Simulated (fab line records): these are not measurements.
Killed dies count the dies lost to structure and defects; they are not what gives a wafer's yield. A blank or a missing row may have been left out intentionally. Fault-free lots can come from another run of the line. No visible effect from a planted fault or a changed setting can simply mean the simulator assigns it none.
Chamber matching :: flow gf180mcu :: hdpcvd-02 running GF_STI_CVD_23: 3 sister chambers
The step deposits SiO2, target thk 650 nm, time 108.3 s. 3 wafers are shown with their chamber, then 9 later ones without.

## WAFERS, EACH WITH ITS CHAMBER
wafer: L535.4
chamber: 1
pressure-mtorr (mTorr): 6.006

wafer: L539.5
chamber: 2
pressure-mtorr (mTorr): 5.993

wafer: L539.6
chamber: 0
pressure-mtorr (mTorr): 5.985

## WAFERS MISSING THEIR CHAMBER
wafer: L550.2
pressure-mtorr (mTorr): 6.012

wafer: L550.4
pressure-mtorr (mTorr): 6.028

wafer: L550.5
pressure-mtorr (mTorr): 6.032

wafer: L551.3
pressure-mtorr (mTorr): 5.989

wafer: L551.4
pressure-mtorr (mTorr): 5.997

wafer: L551.5
pressure-mtorr (mTorr): 5.996

wafer: L552.1
pressure-mtorr (mTorr): 6.001

wafer: L552.2
pressure-mtorr (mTorr): 6.015

wafer: L552.5
pressure-mtorr (mTorr): 6.019

## CHAMBER TAKEN BY EACH
wafer: L550.2
from the rows above: can't be placed: 1 or 2 or 0
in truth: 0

wafer: L550.4
from the rows above: can't be placed: 1 or 2 or 0
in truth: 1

wafer: L550.5
from the rows above: can't be placed: 1 or 2 or 0
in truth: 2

wafer: L551.3
from the rows above: can't be placed: 0 or 2 or 1
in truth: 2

wafer: L551.4
from the rows above: can't be placed: 2 or 1 or 0
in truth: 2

wafer: L551.5
from the rows above: can't be placed: 2 or 1 or 0
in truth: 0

wafer: L552.1
from the rows above: can't be placed: 1 or 2 or 0
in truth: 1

wafer: L552.2
from the rows above: can't be placed: 1 or 2 or 0
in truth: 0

wafer: L552.5
from the rows above: can't be placed: 1 or 2 or 0
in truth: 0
Correct placement for 0 of the 9. Can't be placed from these rows: 9 (the true chamber is among the candidates in 9). Placed wrongly: 0.
How it was worked out, from the rows above alone: a wafer's distance from a chamber is the root of the sum, over the readings, of the square of ((its reading less the chamber's mean) divided by the reading's scatter). The wafer belongs to the nearest chamber; if the next one is less than 2 further off, it can't be placed. A chamber's mean is the mean of its shown wafers. The scatter: with one shown wafer a chamber, the root of the mean of the squares of how far each hidden wafer lies from its nearest shown one.
